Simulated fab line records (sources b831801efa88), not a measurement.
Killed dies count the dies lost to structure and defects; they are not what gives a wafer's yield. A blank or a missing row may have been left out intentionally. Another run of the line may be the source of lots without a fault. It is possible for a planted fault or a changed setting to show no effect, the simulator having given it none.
The same fault as seen by 2 desks ; flow sky130 ; only its own numbers are on each desk; what lay behind them is given at the end

METROLOGY DESK
Lot by lot, what the gauges showed, no matter which tool ran the lot: averages of those sampled wafers that carry a number. The brackets show how far a lot's mean lies from the usual mean; more than 4 standard deviations puts the lot out of limits, marked OUT.
Columns: A = NWELL_2_TW at SKY_NWELL_TW_MEAS_26, usual 498; B = SONOS_ONO_OVL at SKY_SONOS_ONO_OVL_MEAS_14, usual 0.0 nm; C = GATE_OXIDE_OXIDATION_00_THK at SKY_GATE_OXIDE_THK_MEAS_02, usual 10.22 nm
lot;first seen here;A;B;C
L941;day 5 10:13;511;0.7;10.23
L942;day 5 17:41;489;-0.2;9.95
L943;day 5 21:16;494;1.1;10.23
L945;day 6 21:43;486;1.0;9.90
L954;day 9 05:55;494;-0.7;10.41
L956;day 9 08:49;489;0.1;10.19
L955;day 9 09:52;496;-1.4;10.62
L957;day 9 15:51;494;1.3;10.12
L959;day 10 04:29;512;-1.6;10.31
L958;day 10 05:11;486;-1.1;10.18
L960;day 10 10:25;515;-0.4;10.13
L961;day 10 11:02;484;-0.2;10.47
L962;day 10 20:05;494;-0.7;10.09
L963;day 11 02:09;494;2.7;10.00
This desk's finding: nothing out of limits on any of the 14 lots.

TOOL OWNER'S DESK, implanter-04
The tool's own readings at SKY_GATE_OXIDE_IMPLANT_11, given as means over the sampled wafers that have a number, one for each lot that went through this tool. The brackets show how far a lot's mean lies from the usual mean; more than 4 standard deviations puts the lot out of limits, marked OUT.
Columns: A = beam energy keV at SKY_GATE_OXIDE_IMPLANT_11, usual 10.000; B = beam on s at SKY_GATE_OXIDE_IMPLANT_11, usual 9.97 s; C = end station pressure torr at SKY_GATE_OXIDE_IMPLANT_11, usual 5.04e-06 Torr
lot;first seen here;A;B;C
L941;day 13 16:29;10.000;10.06;4.82e-06
L942;day 14 07:32;8.474 (-99 or more) OUT;9.97;5.19e-06
L943;day 14 10:46;8.473 (-99 or more) OUT;9.73;4.89e-06
L945;day 15 21:26;8.471 (-99 or more) OUT;9.94;4.88e-06
L957;day 19 18:41;10.002;10.05;4.97e-06
L959;day 20 14:44;10.000;10.03;5.21e-06
L958;day 20 18:39;9.999;9.88;5.29e-06
L961;day 21 08:01;10.000;10.11;4.94e-06
L962;day 21 11:27;9.998;10.07;4.94e-06
This desk's verdict: out of limits on L942, L943, L945, starting with L942 at day 14 07:32 (beam energy keV at SKY_GATE_OXIDE_IMPLANT_11). Within limits: L941, L957, L959, L958, L961, L962.

ALL TOGETHER
On L942, L943, L945, at day 14 07:32, an alarm was possible from the tool owner's desk.
Metrology desk: nothing out of limits seen.
The metrology desk holds a record of L942, L943, L945, inside its limits.
All the named lots went through SKY_GATE_OXIDE_IMPLANT_11 on implanter-04.

WHAT THE SIMULATOR HAD PUT IN
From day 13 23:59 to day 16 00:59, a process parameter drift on implanter-04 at SKY_GATE_OXIDE_IMPLANT_11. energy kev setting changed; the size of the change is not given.
Shown lots that were struck: L942, L943, L945.
Delay in hours, fault start to first out-of-limits reading, by desk: the tool owner's desk at 8.
